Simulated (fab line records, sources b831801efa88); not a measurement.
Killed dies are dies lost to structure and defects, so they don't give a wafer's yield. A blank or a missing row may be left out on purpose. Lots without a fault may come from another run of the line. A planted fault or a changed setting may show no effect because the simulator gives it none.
Tool commonality check | flow gf180mcu | 10 lots, 30 wafers sampled

WHY IT WAS OPENED
At GF_PSD_TW_MEAS_11 the reading PSD_TW is flagged on 2 of 10 lots. Wafers without a fault read 3173, standard deviation 24.
Rule: a lot is flagged when every wafer of it that has a number lies more than 4 standard deviations from that mean, or none has a number. The other lots count as sound.

lot  | measured     | on            | PSD_TW, wafer by wafer | flag
L295 | day 14 08:01 | film_metro-01 | 3228 3228 3228         |
L300 | day 15 18:03 | film_metro-01 | 3244 3231 3236         |
L303 | day 16 19:59 | film_metro-03 | 3169 3168 3161         |
L305 | day 17 13:19 | film_metro-03 | 3167 3181 3186         |
L309 | day 19 07:14 | film_metro-03 | 1804 1823 1808         | FLAGGED
L312 | day 20 05:29 | film_metro-01 | 1832 1813 1813         | FLAGGED
L314 | day 21 06:22 | film_metro-04 | 3141 3169 3164         |
L316 | day 21 12:14 | film_metro-03 | 3151 3158 3145         |
L317 | day 22 10:13 | film_metro-03 | 3181 3169 3154         |
L318 | day 22 14:11 | film_metro-04 | 3165 3174 3174         |
The numbers of the flagged lots are 1816 on average: -1358 against the usual, or -57 standard deviations.

WHICH TOOL RAN EACH LOT
The record holds 3 process steps before the reading, out of a route of 602 steps. In each cell: the tool, then ch and the chambers that the sampled wafers went through, then the start.
lot  | flag    | GF_HV_LDD_STRIP_49                   | GF_PSD_IMPLANT_09               | GF_PSD_STRIP_10
L295 |         | plasma_asher-02 ch 0,1, day 12 12:23 | implanter-03 ch 0, day 14 07:46 | plasma_asher-01 ch 0, day 14 07:55
L300 |         | plasma_asher-02 ch 0, day 13 20:14   | implanter-04 ch 0, day 15 17:49 | plasma_asher-04 ch 0,1, day 15 17:56
L303 |         | plasma_asher-01 ch 0,1, day 14 20:23 | implanter-03 ch 0, day 16 19:44 | plasma_asher-01 ch 0,1, day 16 19:53
L305 |         | plasma_asher-03 ch 0, day 15 12:08   | implanter-01 ch 0, day 17 13:04 | plasma_asher-04 ch 1, day 17 13:13
L309 | FLAGGED | plasma_asher-02 ch 0,1, day 17 05:01 | implanter-03 ch 0, day 19 07:01 | plasma_asher-01 ch 0,1, day 19 07:10
L312 | FLAGGED | plasma_asher-02 ch 0,1, day 18 02:28 | implanter-03 ch 0, day 20 05:16 | plasma_asher-03 ch 0,1, day 20 05:24
L314 |         | plasma_asher-01 ch 0,1, day 19 00:01 | implanter-04 ch 0, day 21 06:01 | plasma_asher-01 ch 0,1, day 21 06:10
L316 |         | plasma_asher-01 ch 0,1, day 19 07:43 | implanter-01 ch 0, day 21 12:00 | plasma_asher-03 ch 0,1, day 21 12:07
L317 |         | plasma_asher-01 ch 0,1, day 20 07:04 | implanter-01 ch 0, day 22 09:58 | plasma_asher-01 ch 0,1, day 22 10:07
L318 |         | plasma_asher-03 ch 0,1, day 20 11:05 | implanter-04 ch 0, day 22 13:56 | plasma_asher-01 ch 0,1, day 22 14:05
What these steps do:
- GF_HV_LDD_STRIP_49: strips in O2/N2.
- GF_PSD_IMPLANT_09
- GF_PSD_STRIP_10: strips in O2/N2.
- GF_PSD_TW_MEAS_11

FLAGGED OVER TOTAL, TOOL BY TOOL (the gauges that took the reading come last)
step               | tool            | lots run | flagged | share of the flagged lots | sound lots run after its first flagged lot
GF_HV_LDD_STRIP_49 | plasma_asher-01 | 4        | 0       | none                      | -
GF_HV_LDD_STRIP_49 | plasma_asher-02 | 4        | 2       | all                       | 0
GF_HV_LDD_STRIP_49 | plasma_asher-03 | 2        | 0       | none                      | -
GF_PSD_IMPLANT_09  | implanter-01    | 3        | 0       | none                      | -
GF_PSD_IMPLANT_09  | implanter-03    | 4        | 2       | all                       | 0
GF_PSD_IMPLANT_09  | implanter-04    | 3        | 0       | none                      | -
GF_PSD_STRIP_10    | plasma_asher-01 | 6        | 1       | some                      | 3 (L314,L317,L318)
GF_PSD_STRIP_10    | plasma_asher-03 | 2        | 1       | some                      | 1 (L316)
GF_PSD_STRIP_10    | plasma_asher-04 | 2        | 0       | none                      | -
GF_PSD_TW_MEAS_11  | film_metro-01   | 3        | 1       | some                      | 0
GF_PSD_TW_MEAS_11  | film_metro-03   | 5        | 1       | some                      | 2 (L316,L317)
GF_PSD_TW_MEAS_11  | film_metro-04   | 2        | 0       | none                      | -

WHAT THE TABLE ALLOWS
2 rows of the table ran every flagged lot: plasma_asher-02 at GF_HV_LDD_STRIP_49, implanter-03 at GF_PSD_IMPLANT_09.
- plasma_asher-02 at GF_HV_LDD_STRIP_49: 2 of its 4 lots flagged. Its last sound lot is L300 (day 13 20:14), its first flagged lot L309 (day 17 05:01): a fault that began between those two fits.
- implanter-03 at GF_PSD_IMPLANT_09: 2 of its 4 lots flagged. Its last sound lot is L303 (day 16 19:44), its first flagged lot L309 (day 19 07:01): a fault that began between those two fits. Its own readings lie more than 4 standard deviations out on every wafer of the flagged lots: dose_ions_cm2, end_station_pressure_torr, faraday_current_uA.
Counting lots can't tell these 2 tools apart, because each fits a fault that began at some hour. More lots, or a look at what each step does to the wafer, might.

WHAT THE SIMULATOR HAD PUT IN
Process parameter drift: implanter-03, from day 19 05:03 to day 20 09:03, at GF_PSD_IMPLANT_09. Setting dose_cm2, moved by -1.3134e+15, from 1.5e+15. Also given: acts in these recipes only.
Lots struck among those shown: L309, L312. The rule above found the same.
